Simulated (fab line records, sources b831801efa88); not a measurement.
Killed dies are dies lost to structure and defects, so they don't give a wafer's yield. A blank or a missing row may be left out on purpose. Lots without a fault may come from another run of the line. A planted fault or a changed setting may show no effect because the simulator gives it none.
Split-lot experiment | flow gf180mcu | 5 lots, 23 wafers read, on a route of 602 steps

THE SPLIT
At GF_MVPSD_COAT_02 (resist thk 3000 nm), the setting resist_thk_nm was moved away from the recipe's 3000 nm on 9 of the 23 wafers read, by -4.9% to +5.8%. The other wafers ran this setting at the recipe's value.

The reading is taken at the split's own step.

THE READING
coat_of_MVPSD_COAT_02.thk_nm (the simulator's own value, which no gauge read), in nm, at GF_MVPSD_COAT_02 (resist thk 3000 nm). The file gives no usual value for it. The 14 wafers here that ran the recipe average 3002 nm, standard deviation 3.7 nm.

wafer  | tool, chamber at the split | resist_thk_nm as run, nm | against the recipe | coat_of_MVPSD_COAT_02.thk_nm, nm | against lot-mates on the recipe
L074.3 | litho_track-01, 0          | 3000                     | recipe             | 3001                             | -
L074.4 | litho_track-01, 0          | 3000                     | recipe             | 3004                             | -
L074.5 | litho_track-01, 0          | 3000                     | recipe             | 2998                             | -
L079.1 | litho_track-01, 0          | 3174                     | +5.8%              | 3177                             | +174
L079.3 | litho_track-01, 0          | 3000                     | recipe             | 3007                             | -
L079.4 | litho_track-01, 0          | 3174                     | +5.8%              | 3183                             | +180
L079.5 | litho_track-01, 0          | 3000                     | recipe             | 3000                             | -
L079.6 | litho_track-01, 0          | 3000                     | recipe             | 3001                             | -
L080.1 | litho_track-04, 0          | 2895                     | -3.5%              | 2900                             | -104
L080.2 | litho_track-04, 0          | 2895                     | -3.5%              | 2898                             | -106
L080.3 | litho_track-04, 0          | 3000                     | recipe             | 2998                             | -
L080.5 | litho_track-04, 0          | 3000                     | recipe             | 3009                             | -
L080.6 | litho_track-04, 0          | 3000                     | recipe             | 3006                             | -
L081.1 | litho_track-04, 0          | 3000                     | recipe             | 2995                             | -
L081.3 | litho_track-04, 0          | 2852                     | -4.9%              | 2844                             | -155
L081.4 | litho_track-04, 0          | 2852                     | -4.9%              | 2845                             | -154
L081.5 | litho_track-04, 0          | 3000                     | recipe             | 3003                             | -
L081.6 | litho_track-04, 0          | 2852                     | -4.9%              | 2854                             | -145
L082.2 | litho_track-04, 0          | 3066                     | +2.2%              | 3060                             | +56
L082.3 | litho_track-04, 0          | 3000                     | recipe             | 3002                             | -
L082.4 | litho_track-04, 0          | 3000                     | recipe             | 3004                             | -
L082.5 | litho_track-04, 0          | 3000                     | recipe             | 3005                             | -
L082.6 | litho_track-04, 0          | 3066                     | +2.2%              | 3062                             | +58

THE FIT
A straight line over all 23 wafers: coat_of_MVPSD_COAT_02.thk_nm changes by +30.5 nm for each +1% of resist_thk_nm; r = +1.00; the points scatter about the line by 4.8 nm.
The same after taking each lot's own level away (the mean of its wafers on the recipe; 23 wafers): +30.3 nm for each +1%; r = +1.00; scatter 4.4 nm.
On that fit, the largest move of resist_thk_nm shifts the reading by 1.8e+02 nm.
The lots' own levels span 2999.0 to 3004.3 nm, that is 1.4 times the standard deviation above.
So the lot-to-lot level changes the slope little: the two slopes agree.
Check: with one of the wafers moved furthest among these (+5.8%) left out of the fit, the line predicts +175 nm for it against its lot-mates. It came out at +174 nm against them.

OTHER SPLITS ON THESE WAFERS
These wafers also went through other splits before the reading. Each is held against what the fit with the lots' levels taken away leaves over:
other split on the same wafers   | wafers away from the commonest value | r with coat_of_MVPSD_COAT_02.thk_nm (lot level and that fit taken away)
GF_STI_CVD_03 time_s             | 18                                   | -0.13
GF_STI_ETCH_13 over_etch_frac    | 11                                   | +0.03
GF_STI_CVD_23 sih4_flow_sccm     | 7                                    | +0.06
GF_NWELL_EXPOSE_04 dose_mj       | 9                                    | -0.06
GF_NWELL_IMPLANT_08 dose_cm2     | 7                                    | -0.15
GF_LVPWELL_IMPLANT_08 energy_kev | 8                                    | -0.25
GF_MVSD_SOFTBAKE_03 temp_c       | 6                                    | +0.25

THE WHOLE CHAIN: every reading that the file lists as answering this split, in the file's order
step              | what it does       | reading                                                                       | change (the file's fit)              | r (the file's)
GF_MVPSD_COAT_02  | resist thk 3000 nm | coat_of_MVPSD_COAT_02.thk_nm (the simulator's own value, which no gauge read) | +30.2 nm for each +1% of the setting | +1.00
GF_MVPSD_STRIP_10 | strips in O2/N2    | strip_time_to_endpoint_s                                                      | withheld for each +1% of the setting | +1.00

THE FILE'S OWN FIT
coat_of_MVPSD_COAT_02.thk_nm changes by +30.2 nm for each +1% of resist_thk_nm, r = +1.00.
